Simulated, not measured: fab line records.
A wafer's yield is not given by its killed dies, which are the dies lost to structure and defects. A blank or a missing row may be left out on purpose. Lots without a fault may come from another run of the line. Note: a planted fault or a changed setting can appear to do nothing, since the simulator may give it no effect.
Chamber matching / flow sky130 / 4 sister chambers for SKY_VIA2_ETCH_15 on rieDiel-03
The step etches SiO2 in C4F8/O2/Ar, stops on TiN, target depth 546 nm, time 84 s. 20 wafers are shown with their chamber, then 10 later ones without.

== WAFERS, EACH WITH ITS CHAMBER ==
wafer=L074.1; chamber=3; oesProductAu (a.u.)=0.937
wafer=L074.2; chamber=2; oesProductAu (a.u.)=0.939
wafer=L074.6; chamber=0; oesProductAu (a.u.)=0.937
wafer=L076.1; chamber=1; oesProductAu (a.u.)=0.943
wafer=L076.3; chamber=3; oesProductAu (a.u.)=0.937
wafer=L076.4; chamber=2; oesProductAu (a.u.)=0.949
wafer=L080.2; chamber=3; oesProductAu (a.u.)=0.935
wafer=L080.5; chamber=3; oesProductAu (a.u.)=0.937
wafer=L080.6; chamber=2; oesProductAu (a.u.)=0.940
wafer=L082.1; chamber=0; oesProductAu (a.u.)=0.937
wafer=L082.2; chamber=3; oesProductAu (a.u.)=0.946
wafer=L082.5; chamber=3; oesProductAu (a.u.)=0.938
wafer=L084.1; chamber=2; oesProductAu (a.u.)=0.942
wafer=L084.4; chamber=1; oesProductAu (a.u.)=0.940
wafer=L084.6; chamber=0; oesProductAu (a.u.)=0.937
wafer=L090.2; chamber=1; oesProductAu (a.u.)=0.938
wafer=L090.4; chamber=0; oesProductAu (a.u.)=0.943
wafer=L090.6; chamber=0; oesProductAu (a.u.)=0.936
wafer=L089.2; chamber=0; oesProductAu (a.u.)=0.939
wafer=L089.5; chamber=2; oesProductAu (a.u.)=0.940

SIGNATURES (means of the wafers above)
reading=oesProductAu; chamber 0=0.93817; chamber 1=0.94033; chamber 2=0.94200; chamber 3=0.93833; scatter within a chamber=0.00342
Rule: distance of a wafer from a chamber = root of the sum over the readings of ((wafer's reading minus chamber's mean) / reading's scatter) squared. If the next closest chamber is less than 2 further off than the closest, the wafer can't be placed; otherwise it belongs to the closest. How the scatter is found: for the shown wafers, subtract from each reading the mean of its chamber, square and add these, divide the total by (wafers less chambers), then take the root.

== WAFERS WITHOUT THEIR CHAMBER ==
wafer=L089.6; oesProductAu (a.u.)=0.937
wafer=L092.1; oesProductAu (a.u.)=0.945
wafer=L092.5; oesProductAu (a.u.)=0.947
wafer=L092.6; oesProductAu (a.u.)=0.938
wafer=L095.2; oesProductAu (a.u.)=0.937
wafer=L095.3; oesProductAu (a.u.)=0.943
wafer=L095.6; oesProductAu (a.u.)=0.939
wafer=L097.1; oesProductAu (a.u.)=0.937
wafer=L097.2; oesProductAu (a.u.)=0.940
wafer=L097.6; oesProductAu (a.u.)=0.951

== EACH ONE'S CHAMBER ==
wafer=L089.6; from the rows above=can't be placed: 0 or 3 or 1 or 2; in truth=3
wafer=L092.1; from the rows above=can't be placed: 2 or 1 or 3 or 0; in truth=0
wafer=L092.5; from the rows above=can't be placed: 2 or 1 or 3 or 0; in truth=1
wafer=L092.6; from the rows above=can't be placed: 0 or 3 or 1 or 2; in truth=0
wafer=L095.2; from the rows above=can't be placed: 0 or 3 or 1 or 2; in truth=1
wafer=L095.3; from the rows above=can't be placed: 2 or 1 or 3 or 0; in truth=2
wafer=L095.6; from the rows above=can't be placed: 3 or 0 or 1 or 2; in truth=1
wafer=L097.1; from the rows above=can't be placed: 0 or 3 or 1 or 2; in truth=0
wafer=L097.2; from the rows above=can't be placed: 1 or 3 or 0 or 2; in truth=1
wafer=L097.6; from the rows above=can't be placed: 2 or 1 or 3 or 0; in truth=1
Correctly placed: 0 of 10. Unplaceable from these rows: 10, with the true chamber sitting among the candidates in 10. Placed wrongly: 0.
